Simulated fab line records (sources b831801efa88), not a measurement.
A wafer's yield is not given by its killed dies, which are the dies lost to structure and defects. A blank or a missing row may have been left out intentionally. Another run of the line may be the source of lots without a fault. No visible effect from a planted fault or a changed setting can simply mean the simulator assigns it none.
Which tool was responsible?    flow sky130    13 lots, 39 wafers sampled, at 6 steps of a route of 708

== WHAT THE GAUGES READ, wafer by wafer ==
SKY_FIELD_ISO_CD_MEAS_13: the cd target is 150 nm.
lot   measured     on         cd_nm (nm)
L210  day 2 06:04  cd_sem-02  149.9 149.8 149.6
L211  day 2 09:59  cd_sem-01  150.9 149.4 150.8
L214  day 3 01:29  cd_sem-01  152.1 152.1 151.6
L216  day 3 14:41  cd_sem-01  151.9 150.8 149.9
L217  day 3 17:40  cd_sem-02  150.8 150.5 150.2
L218  day 3 22:29  cd_sem-02  152.2 150.0 150.8
L220  day 4 07:37  cd_sem-01  149.8 151.7 151.9
L221  day 4 18:23  cd_sem-02  153.2 153.2 153.5
L222  day 4 18:41  cd_sem-01  147.2 149.7 148.2
L228  day 6 05:50  cd_sem-01  149.0 150.0 149.3
L229  day 6 13:30  cd_sem-02  150.2 147.8 149.3
L230  day 6 14:25  cd_sem-01  149.8 149.1 149.6
L232  day 6 23:04  cd_sem-01  149.8 150.2 151.0

SKY_NWELL_OVL_MEAS_23.
lot   measured      on          NWELL_01_OVL (nm)
L210  day 5 04:35   overlay-02  -0.6 0.5 -1.5
L211  day 5 12:43   overlay-02  -2.5 0.3 -0.7
L214  day 6 10:40   overlay-01  2.0 0.0 -0.1
L216  day 7 10:00   overlay-01  -2.6 -2.5 -2.0
L217  day 7 10:20   overlay-02  2.3 0.0 -0.1
L218  day 8 07:24   overlay-01  -1.0 -1.5 -1.0
L220  day 8 08:41   overlay-02  1.2 -1.3 0.7
L221  day 9 05:18   overlay-01  -0.8 -1.1 -1.5
L222  day 9 04:35   overlay-02  -0.9 -0.6 0.2
L228  day 10 06:51  overlay-01  1.0 -0.4 0.7
L229  day 10 09:54  overlay-02  -0.6 1.2 0.0
L230  day 10 11:08  overlay-01  -2.0 -2.9 -0.1
L232  day 10 20:17  overlay-01  -1.0 0.3 -1.4

SKY_VT_ADJUST_HVTP_CD_MEAS_07: the cd target is 380 nm.
lot   measured      on         cd_nm (nm)
L210  day 5 21:55   cd_sem-02  380.3 380.2 379.7
L211  day 6 06:49   cd_sem-02  380.1 381.4 379.4
L214  day 7 05:19   cd_sem-01  382.1 377.9 380.2
L216  day 8 07:39   cd_sem-01  383.0 384.4 383.2
L217  day 8 08:20   cd_sem-01  379.9 378.6 380.8
L218  day 9 05:40   cd_sem-01  381.4 380.2 377.5
L220  day 9 07:12   cd_sem-01  - - -
L221  day 10 04:37  cd_sem-01  378.6 377.0 376.5
L222  day 10 04:20  cd_sem-01  381.6 382.1 384.0
L228  day 11 06:02  cd_sem-02  377.0 377.3 377.6
L229  day 11 09:35  cd_sem-01  383.2 383.3 380.1
L230  day 11 10:05  cd_sem-01  380.9 377.7 380.2
L232  day 11 20:33  cd_sem-01  382.0 378.7 381.6

SKY_VT_ADJUST_HVTP_TW_MEAS_11.
lot   measured      on             VT_ADJUST_HVTP_TW
L210  day 5 22:20   film_metro-02  1364 1361 1365
L211  day 6 07:14   film_metro-03  1339 1342 1335
L214  day 7 05:44   film_metro-03  1343 1338 1348
L216  day 8 08:02   film_metro-03  1340 1352 1341
L217  day 8 08:45   film_metro-03  1341 1342 1345
L218  day 9 06:04   film_metro-02  1363 1363 1358
L220  day 9 07:36   film_metro-01  30 30 30
L221  day 10 05:00  film_metro-02  1363 1360 1364
L222  day 10 04:44  film_metro-01  1335 1330 1332
L228  day 11 06:26  film_metro-03  1349 1345 1351
L229  day 11 09:58  film_metro-03  1347 1348 1354
L230  day 11 10:29  film_metro-03  1357 1348 1348
L232  day 11 20:56  film_metro-02  1361 1360 1365

== TOOL THAT RAN EACH LOT (tool first, then ch and the chambers of the sampled wafers, then the start) ==
lot   SKY_FIELD_ISO_ETCH_15              SKY_VT_ADJUST_HVTP_EXPOSE_04
L210  rie_diel-03 ch 1,2,3, day 2 06:14  iline_stepper-01 ch 0, day 5 13:44
L211  rie_diel-02 ch 0,1,3, day 2 10:10  iline_stepper-02 ch 0, day 5 22:16
L214  rie_diel-03 ch 0,1,2, day 3 01:40  iline_stepper-01 ch 0, day 6 20:23
L216  rie_diel-04 ch 0,2, day 3 14:49    iline_stepper-02 ch 0, day 7 21:13
L217  rie_diel-02 ch 1,2, day 3 17:49    iline_stepper-02 ch 0, day 7 21:52
L218  rie_diel-02 ch 0,1, day 3 22:37    iline_stepper-02 ch 0, day 8 18:45
L220  rie_diel-03 ch 0,1, day 4 07:46    iline_stepper-02 ch 0, day 8 20:26
L221  rie_diel-04 ch 0,1,3, day 4 18:31  iline_stepper-02 ch 0, day 9 17:04
L222  rie_diel-02 ch 0,2, day 4 18:52    iline_stepper-02 ch 0, day 9 16:37
L228  rie_diel-03 ch 1,2,3, day 6 05:58  iline_stepper-02 ch 0, day 10 18:50
L229  rie_diel-03 ch 1,3, day 6 13:37    iline_stepper-01 ch 0, day 10 22:25
L230  rie_diel-04 ch 0,2, day 6 14:34    iline_stepper-02 ch 0, day 10 23:05
L232  rie_diel-03 ch 0,3, day 6 23:10    iline_stepper-02 ch 0, day 11 08:57
- SKY_FIELD_ISO_ETCH_15: etches the open film in CHF3/O2, stops on Si, target depth 180 nm, time 72 s.
- SKY_VT_ADJUST_HVTP_EXPOSE_04: exposes mask HVTPM, target cd 380 nm.

== WHAT THE TOOLS THEMSELVES READ (means of the sampled wafers that have a number; where no wafer has one, the mark that the record gives instead) ==
SKY_FIELD_ISO_ETCH_15.
lot   tool         drypump_motor_current_A (A)  oes_product_au (a.u.)  throttle_valve_pct (%)
L210  rie_diel-03  5.6                          0.954                  8.836
L211  rie_diel-02  5.9                          0.951                  8.841
L214  rie_diel-03  5.4                          0.951                  8.855
L216  rie_diel-04  6.1                          0.950                  8.844
L217  rie_diel-02  6.1                          0.951                  8.848
L218  rie_diel-02  5.6                          0.949                  8.848
L220  rie_diel-03  5.2                          0.944                  8.844
L221  rie_diel-04  5.9                          0.948                  8.835
L222  rie_diel-02  5.6                          0.956                  8.852
L228  rie_diel-03  5.6                          0.950                  8.849
L229  rie_diel-03  5.3                          0.942                  8.845
L230  rie_diel-04  5.7                          0.943                  8.845
L232  rie_diel-03  5.6                          0.966                  8.846

SKY_VT_ADJUST_HVTP_EXPOSE_04.
lot   tool              focus_offset_nm (nm)  reticle_temp_C (C)
L210  iline_stepper-01  -0.2                  23.01
L211  iline_stepper-02  -0.7                  23.19
L214  iline_stepper-01  -0.2                  23.05
L216  iline_stepper-02  -0.5                  23.01
L217  iline_stepper-02  -0.5                  22.93
L218  iline_stepper-02  0.4                   23.11
L220  iline_stepper-02  0.2                   22.94
L221  iline_stepper-02  -0.7                  23.03
L222  iline_stepper-02  -0.0                  22.92
L228  iline_stepper-02  0.2                   22.92
L229  iline_stepper-01  0.1                   23.07
L230  iline_stepper-02  0.5                   22.88
L232  iline_stepper-02  0.8                   23.00

== THE ANSWER, worked out from the rows above alone ==
Rule: what is usual is taken from the lots themselves. The widest of any qualifying gaps counts: lots, ordered by their means at a reading, are off when they make up no more than a third of the lots, leave a main group of 4 or more, and stand apart from it by 3 or more times the standard deviation of that group's means. A main group is skipped when, at the precision printed for the reading in the tables above, its means are all equal. Also off: a lot with no number at a reading for which 4 or more lots have one. Where the step has rows for the other lots, those lots are counted as sound. After the gauges, taken in route order, come the tools' own readings; for these a lot's mean is taken, as printed above. At the first step where some lot is off, the reading lying furthest off is the one used; lots without a number count as furthest.
Off, at SKY_VT_ADJUST_HVTP_CD_MEAS_07 on cd_nm: L220. Without a number there: L220. Main group: mean 380.3 nm, sd 1.8.
A tool fits if, at a process step before that reading, it ran every lot that is off, and no sound lot after the first of them. Not tried: the gauges at SKY_VT_ADJUST_HVTP_CD_MEAS_07; whatever is off there is also off at SKY_VT_ADJUST_HVTP_TW_MEAS_11, on other tools, and gauge error can't account for it. None of those tried fits.

== WHAT HAD BEEN PUT IN BY THE SIMULATOR ==
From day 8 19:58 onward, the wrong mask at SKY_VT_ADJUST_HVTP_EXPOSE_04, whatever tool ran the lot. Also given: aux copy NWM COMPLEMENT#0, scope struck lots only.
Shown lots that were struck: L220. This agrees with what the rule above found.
